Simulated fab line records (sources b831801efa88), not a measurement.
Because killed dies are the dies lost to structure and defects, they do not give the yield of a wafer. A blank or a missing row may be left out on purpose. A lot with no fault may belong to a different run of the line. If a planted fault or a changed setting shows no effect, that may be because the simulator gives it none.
fab line records / flow sky130
record: lots: 7 wafers: 21 last-day: 51
route steps=708 shown VT_ADJUST_HVTP@90 VT_ADJUST_LVTN@97
lots untouched by any fault: they come from a run of this same line in which no faults occurred
start-h: hours from the record's first day to the start of the lot's first wafer shown / wait-h: hours elapsed since this lot's preceding step / " repeats the value in the row above / L1.1+2: a single row standing in for several wafers / - value missing, or start not given / * or withheld: withheld / < > ~ a bound
route shown NAME@n: names a module that has steps shown in the file, with the first one's number in the route / usual: mean/standard deviation taken from wafers without a fault / same: alike in all rows / chamber/n: place in a boat / sites: per-site readings / _std_site: the standard deviation of these / _edge_site: inner sites' mean taken away from outer sites' mean / radius-mm: for every site, how far away it sits from the centre of the wafer / mask NAME#n: copy n / behind: the tool/chamber that last shaped the wafer / hold: why the lot went on hold/how many hours it stayed there/how the hold came to an end / device: the n, p or np transistor that did not switch / end of line: the route-end tests of the same wafers / a step given without rows: its recipe and nothing more / killed: the dies lost at the first sort to structure and to defects; this is not the yield of the wafer / map: the dies of a wafer, with x for killed, . for not killed, _ for no die there
set.NAME: setting as actually run; set.NAME@STEP: the setting as run at that earlier step / model.NAME: the simulator's own value behind a step, which no gauge read
certain route steps with their lots: each step a table, each wafer a row
services: a tool's chamber out of use, with start hour (start-h, from the record's first day; less than 0 if before it), hours out, and reason
== steps ==
step: SKY_VT_ADJUST_HVTP_PEB_05
recipe: temp-c: withheld time-s: * resist: NOVOLAK
step: SKY_VT_ADJUST_HVTP_DEVELOP_06
recipe: resist: NOVOLAK developer: TMAH develop-time-s: 60 dev-temp-c: 23
step: SKY_VT_ADJUST_HVTP_CD_MEAS_07
recipe: target-cd-nm: 380
usual: cd-nm: 379.7/2.5
lot.wafer=L373.1 tool=cd-sem-02 chamber=- start-h=140.41 wait-h=0.1 cd-nm=381.5
lot.wafer=L373.2 tool=cd-sem-02 chamber=- start-h=140.41 wait-h=0.1 cd-nm=382.7
lot.wafer=L373.4 tool=cd-sem-02 chamber=- start-h=140.41 wait-h=0.1 cd-nm=382.6
lot.wafer=L377.1 tool=cd-sem-01 chamber=- start-h=160.87 wait-h=0.1 cd-nm=381.4
lot.wafer=L377.3 tool=cd-sem-01 chamber=- start-h=160.87 wait-h=0.1 cd-nm=381.1
lot.wafer=L377.4 tool=cd-sem-01 chamber=- start-h=160.87 wait-h=0.1 cd-nm=382.9
lot.wafer=L384.2 tool=cd-sem-01 chamber=- start-h=205.84 wait-h=0.1 cd-nm=378.0
lot.wafer=L384.4 tool=cd-sem-01 chamber=- start-h=205.84 wait-h=0.1 cd-nm=378.5
lot.wafer=L384.6 tool=cd-sem-01 chamber=- start-h=205.84 wait-h=0.1 cd-nm=377.3
lot.wafer=L385.1 tool=cd-sem-01 chamber=- start-h=211.37 wait-h=0.1 cd-nm=376.2
lot.wafer=L385.3 tool=cd-sem-01 chamber=- start-h=211.37 wait-h=0.1 cd-nm=376.9
lot.wafer=L385.6 tool=cd-sem-01 chamber=- start-h=211.37 wait-h=0.1 cd-nm=374.1
lot.wafer=L386.1 tool=cd-sem-02 chamber=- start-h=216.32 wait-h=0.1 cd-nm=378.2
lot.wafer=L386.3 tool=cd-sem-02 chamber=- start-h=216.32 wait-h=0.1 cd-nm=376.0
lot.wafer=L386.5 tool=cd-sem-02 chamber=- start-h=216.32 wait-h=0.1 cd-nm=379.1
lot.wafer=L394.1 tool=cd-sem-01 chamber=- start-h=268.12 wait-h=0.1 cd-nm=377.0
lot.wafer=L394.3 tool=cd-sem-01 chamber=- start-h=268.12 wait-h=0.1 cd-nm=376.3
lot.wafer=L394.6 tool=cd-sem-01 chamber=- start-h=268.12 wait-h=0.1 cd-nm=375.3
lot.wafer=L395.1 tool=cd-sem-01 chamber=- start-h=274.62 wait-h=0.1 cd-nm=380.2
lot.wafer=L395.3 tool=cd-sem-01 chamber=- start-h=274.62 wait-h=0.1 cd-nm=377.9
lot.wafer=L395.4 tool=cd-sem-01 chamber=- start-h=274.62 wait-h=0.1 cd-nm=377.1
step: SKY_VT_ADJUST_HVTP_OVL_MEAS_08
usual: VT_ADJUST_HVTP_OVL: 0.4/1.6
lot.wafer=L373.1 tool=overlay-01 chamber=- start-h=140.53 wait-h=0.1 VT_ADJUST_HVTP_OVL[nm]=0.4
lot.wafer=L373.2 tool=overlay-01 chamber=- start-h=140.53 wait-h=0.1 VT_ADJUST_HVTP_OVL[nm]=1.2
lot.wafer=L373.4 tool=overlay-01 chamber=- start-h=140.53 wait-h=0.1 VT_ADJUST_HVTP_OVL[nm]=0.4
lot.wafer=L377.1 tool=overlay-02 chamber=- start-h=160.99 wait-h=0.1 VT_ADJUST_HVTP_OVL[nm]=-0.1
lot.wafer=L377.3 tool=overlay-02 chamber=- start-h=160.99 wait-h=0.1 VT_ADJUST_HVTP_OVL[nm]=0.1
lot.wafer=L377.4 tool=overlay-02 chamber=- start-h=160.99 wait-h=0.1 VT_ADJUST_HVTP_OVL[nm]=-0.9
lot.wafer=L384.2 tool=overlay-02 chamber=- start-h=205.94 wait-h=0.1 VT_ADJUST_HVTP_OVL[nm]=0.3
lot.wafer=L384.4 tool=overlay-02 chamber=- start-h=205.94 wait-h=0.1 VT_ADJUST_HVTP_OVL[nm]=1.2
lot.wafer=L384.6 tool=overlay-02 chamber=- start-h=205.94 wait-h=0.1 VT_ADJUST_HVTP_OVL[nm]=-0.2
lot.wafer=L385.1 tool=overlay-01 chamber=- start-h=211.49 wait-h=0.1 VT_ADJUST_HVTP_OVL[nm]=0.6
lot.wafer=L385.3 tool=overlay-01 chamber=- start-h=211.49 wait-h=0.1 VT_ADJUST_HVTP_OVL[nm]=-0.3
lot.wafer=L385.6 tool=overlay-01 chamber=- start-h=211.49 wait-h=0.1 VT_ADJUST_HVTP_OVL[nm]=1.4
lot.wafer=L386.1 tool=overlay-02 chamber=- start-h=216.44 wait-h=0.1 VT_ADJUST_HVTP_OVL[nm]=1.1
lot.wafer=L386.3 tool=overlay-02 chamber=- start-h=216.44 wait-h=0.1 VT_ADJUST_HVTP_OVL[nm]=2.2
lot.wafer=L386.5 tool=overlay-02 chamber=- start-h=216.44 wait-h=0.1 VT_ADJUST_HVTP_OVL[nm]=1.5
lot.wafer=L394.1 tool=overlay-01 chamber=- start-h=268.24 wait-h=0.1 VT_ADJUST_HVTP_OVL[nm]=-0.8
lot.wafer=L394.3 tool=overlay-01 chamber=- start-h=268.24 wait-h=0.1 VT_ADJUST_HVTP_OVL[nm]=-1.9
lot.wafer=L394.6 tool=overlay-01 chamber=- start-h=268.24 wait-h=0.1 VT_ADJUST_HVTP_OVL[nm]=-1.2
lot.wafer=L395.1 tool=overlay-02 chamber=- start-h=274.74 wait-h=0.1 VT_ADJUST_HVTP_OVL[nm]=1.9
lot.wafer=L395.3 tool=overlay-02 chamber=- start-h=274.74 wait-h=0.1 VT_ADJUST_HVTP_OVL[nm]=1.9
lot.wafer=L395.4 tool=overlay-02 chamber=- start-h=274.74 wait-h=0.1 VT_ADJUST_HVTP_OVL[nm]=0.4
step: SKY_VT_ADJUST_HVTP_IMPLANT_09
recipe: species: As energy-kev: 150 dose-cm2: 4.3e+12 tilt-deg: withheld
step: SKY_VT_ADJUST_HVTP_STRIP_10
recipe: chemistry: O2/N2 power-w: 1400 pressure-mtorr: 1500 platen-temp-c: withheld o2-flow-sccm: 3000 n2-flow-sccm: 300 overash-fraction: 0.5
usual: drypump-motor-current-A: 5.63/0.26 oes-product-au: 0.716/0.0048 strip-time-to-endpoint-s: 14.20/0.039
lot.wafer=L373.1 tool=plasma-asher-02 chamber=0 start-h=140.71 wait-h=0.1 drypump-motor-current-A=5.95 oes-product-au=0.714 rf-hours-counter-h=33 strip-time-to-endpoint-s=14.15
lot.wafer=L373.2 tool=plasma-asher-02 chamber=1 start-h=140.71 wait-h=0.1 drypump-motor-current-A=5.74 oes-product-au=0.723 rf-hours-counter-h=33 strip-time-to-endpoint-s=14.14
lot.wafer=L373.4 tool=plasma-asher-02 chamber=0 start-h=140.71 wait-h=0.1 drypump-motor-current-A=5.94 oes-product-au=0.709 rf-hours-counter-h=- strip-time-to-endpoint-s=14.14
lot.wafer=L377.1 tool=plasma-asher-03 chamber=0 start-h=161.17 wait-h=0.1 drypump-motor-current-A=5.85 oes-product-au=0.712 rf-hours-counter-h=44 strip-time-to-endpoint-s=14.15
lot.wafer=L377.3 tool=plasma-asher-03 chamber=1 start-h=161.17 wait-h=0.1 drypump-motor-current-A=5.19 oes-product-au=0.725 rf-hours-counter-h=- strip-time-to-endpoint-s=14.16
lot.wafer=L377.4 tool=plasma-asher-03 chamber=0 start-h=161.17 wait-h=0.1 drypump-motor-current-A=5.81 oes-product-au=0.715 rf-hours-counter-h=- strip-time-to-endpoint-s=14.15
lot.wafer=L384.2 tool=plasma-asher-03 chamber=1 start-h=206.12 wait-h=0.1 drypump-motor-current-A=5.18 oes-product-au=0.718 rf-hours-counter-h=49 strip-time-to-endpoint-s=14.23
lot.wafer=L384.4 tool=plasma-asher-03 chamber=0 start-h=206.12 wait-h=0.1 drypump-motor-current-A=5.84 oes-product-au=0.713 rf-hours-counter-h=- strip-time-to-endpoint-s=14.22
lot.wafer=L384.6 tool=plasma-asher-03 chamber=1 start-h=206.12 wait-h=0.1 drypump-motor-current-A=5.19 oes-product-au=0.718 rf-hours-counter-h=- strip-time-to-endpoint-s=14.14
lot.wafer=L385.1 tool=plasma-asher-03 chamber=0 start-h=211.67 wait-h=0.1 drypump-motor-current-A=5.82 oes-product-au=0.724 rf-hours-counter-h=49 strip-time-to-endpoint-s=14.20
lot.wafer=L385.3 tool=plasma-asher-03 chamber=1 start-h=211.67 wait-h=0.1 drypump-motor-current-A=5.24 oes-product-au=0.723 rf-hours-counter-h=- strip-time-to-endpoint-s=14.23
lot.wafer=L385.6 tool=plasma-asher-03 chamber=1 start-h=211.67 wait-h=0.1 drypump-motor-current-A=5.21 oes-product-au=0.727 rf-hours-counter-h=- strip-time-to-endpoint-s=14.26
lot.wafer=L386.1 tool=plasma-asher-03 chamber=1 start-h=216.62 wait-h=0.1 drypump-motor-current-A=5.22 oes-product-au=0.718 rf-hours-counter-h=50 strip-time-to-endpoint-s=14.23
lot.wafer=L386.3 tool=plasma-asher-03 chamber=1 start-h=216.62 wait-h=0.1 drypump-motor-current-A=5.22 oes-product-au=0.722 rf-hours-counter-h=- strip-time-to-endpoint-s=14.21
lot.wafer=L386.5 tool=plasma-asher-03 chamber=0 start-h=216.62 wait-h=0.1 drypump-motor-current-A=5.83 oes-product-au=0.711 rf-hours-counter-h=- strip-time-to-endpoint-s=14.17
lot.wafer=L394.1 tool=plasma-asher-02 chamber=0 start-h=268.42 wait-h=0.1 drypump-motor-current-A=5.96 oes-product-au=0.719 rf-hours-counter-h=45 strip-time-to-endpoint-s=14.14
lot.wafer=L394.3 tool=plasma-asher-02 chamber=0 start-h=268.42 wait-h=0.1 drypump-motor-current-A=5.97 oes-product-au=0.715 rf-hours-counter-h=- strip-time-to-endpoint-s=14.22
lot.wafer=L394.6 tool=plasma-asher-02 chamber=0 start-h=268.42 wait-h=0.1 drypump-motor-current-A=5.95 oes-product-au=0.718 rf-hours-counter-h=- strip-time-to-endpoint-s=14.20
lot.wafer=L395.1 tool=plasma-asher-03 chamber=0 start-h=274.92 wait-h=0.1 drypump-motor-current-A=5.84 oes-product-au=0.712 rf-hours-counter-h=52 strip-time-to-endpoint-s=14.20
lot.wafer=L395.3 tool=plasma-asher-03 chamber=0 start-h=274.92 wait-h=0.1 drypump-motor-current-A=5.85 oes-product-au=0.724 rf-hours-counter-h=- strip-time-to-endpoint-s=14.18
lot.wafer=L395.4 tool=plasma-asher-03 chamber=1 start-h=274.92 wait-h=0.1 drypump-motor-current-A=5.21 oes-product-au=0.714 rf-hours-counter-h=- strip-time-to-endpoint-s=14.17
step: SKY_VT_ADJUST_HVTP_TW_MEAS_11
usual: VT_ADJUST_HVTP_TW: 1360/13
lot.wafer=L373.1 tool=film-metro-01 chamber=- start-h=140.81 wait-h=0.1 VT_ADJUST_HVTP_TW=1342
lot.wafer=L373.2 tool=film-metro-01 chamber=- start-h=140.81 wait-h=0.1 VT_ADJUST_HVTP_TW=1346
lot.wafer=L373.4 tool=film-metro-01 chamber=- start-h=140.81 wait-h=0.1 VT_ADJUST_HVTP_TW=1342
lot.wafer=L377.1 tool=film-metro-04 chamber=- start-h=161.27 wait-h=0.1 VT_ADJUST_HVTP_TW=1355
lot.wafer=L377.3 tool=film-metro-04 chamber=- start-h=161.27 wait-h=0.1 VT_ADJUST_HVTP_TW=1349
lot.wafer=L377.4 tool=film-metro-04 chamber=- start-h=161.27 wait-h=0.1 VT_ADJUST_HVTP_TW=1352
lot.wafer=L384.2 tool=film-metro-04 chamber=- start-h=206.23 wait-h=0.1 VT_ADJUST_HVTP_TW=1358
lot.wafer=L384.4 tool=film-metro-04 chamber=- start-h=206.23 wait-h=0.1 VT_ADJUST_HVTP_TW=1358
lot.wafer=L384.6 tool=film-metro-04 chamber=- start-h=206.23 wait-h=0.1 VT_ADJUST_HVTP_TW=1354
lot.wafer=L385.1 tool=film-metro-04 chamber=- start-h=211.77 wait-h=0.1 VT_ADJUST_HVTP_TW=1359
lot.wafer=L385.3 tool=film-metro-04 chamber=- start-h=211.77 wait-h=0.1 VT_ADJUST_HVTP_TW=1358
lot.wafer=L385.6 tool=film-metro-04 chamber=- start-h=211.77 wait-h=0.1 VT_ADJUST_HVTP_TW=1360
lot.wafer=L386.1 tool=film-metro-04 chamber=- start-h=216.72 wait-h=0.1 VT_ADJUST_HVTP_TW=1358
lot.wafer=L386.3 tool=film-metro-04 chamber=- start-h=216.72 wait-h=0.1 VT_ADJUST_HVTP_TW=1367
lot.wafer=L386.5 tool=film-metro-04 chamber=- start-h=216.72 wait-h=0.1 VT_ADJUST_HVTP_TW=1360
lot.wafer=L394.1 tool=film-metro-04 chamber=- start-h=268.52 wait-h=0.1 VT_ADJUST_HVTP_TW=1356
lot.wafer=L394.3 tool=film-metro-04 chamber=- start-h=268.52 wait-h=0.1 VT_ADJUST_HVTP_TW=1364
lot.wafer=L394.6 tool=film-metro-04 chamber=- start-h=268.52 wait-h=0.1 VT_ADJUST_HVTP_TW=1357
lot.wafer=L395.1 tool=film-metro-01 chamber=- start-h=275.02 wait-h=0.1 VT_ADJUST_HVTP_TW=1346
lot.wafer=L395.3 tool=film-metro-01 chamber=- start-h=275.02 wait-h=0.1 VT_ADJUST_HVTP_TW=1340
lot.wafer=L395.4 tool=film-metro-01 chamber=- start-h=275.02 wait-h=0.1 VT_ADJUST_HVTP_TW=1349
step: SKY_VT_ADJUST_LVTN_DEHYDRATE_00
recipe: temp-c: 200 time-s: 60
step: SKY_VT_ADJUST_LVTN_HMDS_01
recipe: prime-time-s: 60 prime-temp-c: 120
step: SKY_VT_ADJUST_LVTN_COAT_02
recipe: spin-rpm: 2000 resist-thk-nm: 3000
step: SKY_VT_ADJUST_LVTN_SOFTBAKE_03
recipe: temp-c: 110 time-s: withheld
step: SKY_VT_ADJUST_LVTN_EXPOSE_04
recipe: mask-id: NWM_COMPLEMENT_LESS_NATIVE na: 0.6 source-shape: conventional sigma-outer: 0.6 polarization: unpolarized target-cd-nm: 840 dose-mj: 194
step: SKY_VT_ADJUST_LVTN_PEB_05
recipe: temp-c: 115 time-s: withheld
usual: chill-plate-temp-C: 23.00/0.11 exhaust-pa: 45.0/0.91
lot.wafer=L373.1 tool=litho-track-02 chamber=0 start-h=161 wait-h=- chill-plate-temp-C=23.04 exhaust-pa=45.4
lot.wafer=L373.2 tool=litho-track-02 chamber=0 start-h=161 wait-h=- chill-plate-temp-C=22.98 exhaust-pa=44.8
lot.wafer=L373.4 tool=litho-track-02 chamber=0 start-h=161 wait-h=- chill-plate-temp-C=23.10 exhaust-pa=45.7
lot.wafer=L377.1 tool=litho-track-04 chamber=0 start-h=182 wait-h=- chill-plate-temp-C=22.94 exhaust-pa=46.7
lot.wafer=L377.3 tool=litho-track-04 chamber=0 start-h=182 wait-h=- chill-plate-temp-C=23.23 exhaust-pa=45.1
lot.wafer=L377.4 tool=litho-track-04 chamber=0 start-h=182 wait-h=- chill-plate-temp-C=23.04 exhaust-pa=46.5
lot.wafer=L384.2 tool=litho-track-04 chamber=- start-h=228 wait-h=- chill-plate-temp-C=- exhaust-pa=-
lot.wafer=L384.4 tool=litho-track-04 chamber=- start-h=228 wait-h=- chill-plate-temp-C=- exhaust-pa=-
lot.wafer=L384.6 tool=litho-track-04 chamber=- start-h=228 wait-h=- chill-plate-temp-C=- exhaust-pa=-
lot.wafer=L385.1 tool=litho-track-04 chamber=- start-h=234 wait-h=- chill-plate-temp-C=- exhaust-pa=-
lot.wafer=L385.3 tool=litho-track-04 chamber=- start-h=234 wait-h=- chill-plate-temp-C=- exhaust-pa=-
lot.wafer=L385.6 tool=litho-track-04 chamber=- start-h=234 wait-h=- chill-plate-temp-C=- exhaust-pa=-
lot.wafer=L386.1 tool=litho-track-04 chamber=- start-h=239 wait-h=- chill-plate-temp-C=- exhaust-pa=-
lot.wafer=L386.3 tool=litho-track-04 chamber=- start-h=239 wait-h=- chill-plate-temp-C=- exhaust-pa=-
lot.wafer=L386.5 tool=litho-track-04 chamber=- start-h=239 wait-h=- chill-plate-temp-C=- exhaust-pa=-
lot.wafer=L394.1 tool=litho-track-03 chamber=0 start-h=293 wait-h=- chill-plate-temp-C=22.97 exhaust-pa=45.1
lot.wafer=L394.3 tool=litho-track-03 chamber=0 start-h=293 wait-h=- chill-plate-temp-C=23.19 exhaust-pa=46.5
lot.wafer=L394.6 tool=litho-track-03 chamber=0 start-h=293 wait-h=- chill-plate-temp-C=23.05 exhaust-pa=44.8
lot.wafer=L395.1 tool=litho-track-02 chamber=0 start-h=300 wait-h=- chill-plate-temp-C=22.77 exhaust-pa=45.0
lot.wafer=L395.3 tool=litho-track-02 chamber=0 start-h=300 wait-h=- chill-plate-temp-C=23.09 exhaust-pa=44.6
lot.wafer=L395.4 tool=litho-track-02 chamber=0 start-h=300 wait-h=- chill-plate-temp-C=22.82 exhaust-pa=45.2
step: SKY_VT_ADJUST_LVTN_DEVELOP_06
recipe: wall-angle-deg: 90 developer: TMAH develop-time-s: 60 dev-temp-c: 23
== services ==
tool=plasma-asher-02 chamber=- start-h=148.19 hours=15.6 kind=pm
tool=plasma-asher-03 chamber=- start-h=235.27 hours=34.7 kind=repair
== key ==
first-sign: step: SKY_VT_ADJUST_LVTN_PEB_05 reading: tool-record direction: missing
effect none on later readings
met-at SKY_VT_ADJUST_LVTN_PEB_05
struck-wafers L384.2,L384.4,L384.6,L385.1,L385.3,L385.6,L386.1,L386.3,L386.5
sort-left-out L384.2,L384.4,L384.6,L385.1,L385.3,L385.6,L386.1,L386.3,L386.5
tester-left-out L384,L385,L386
onset-between 182 228
fault: kind: skipped-step-whole tool: litho-track-04 chamber: - onset-h: 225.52 steps: SKY_VT_ADJUST_LVTN_PEB_05 scope: struck-lots-only
tester-left-out: of these lots the tester's yield and bins aren't shown, on N5 and GAA mostly nor the transistor test; their killed dies are dies lost to structure and defects alone, not to doping, threshold or leakage, so they don't give the yield
sort-left-out: the simulated sort isn't trusted on such a fault, so these wafers' sort isn't shown, and their yield isn't known
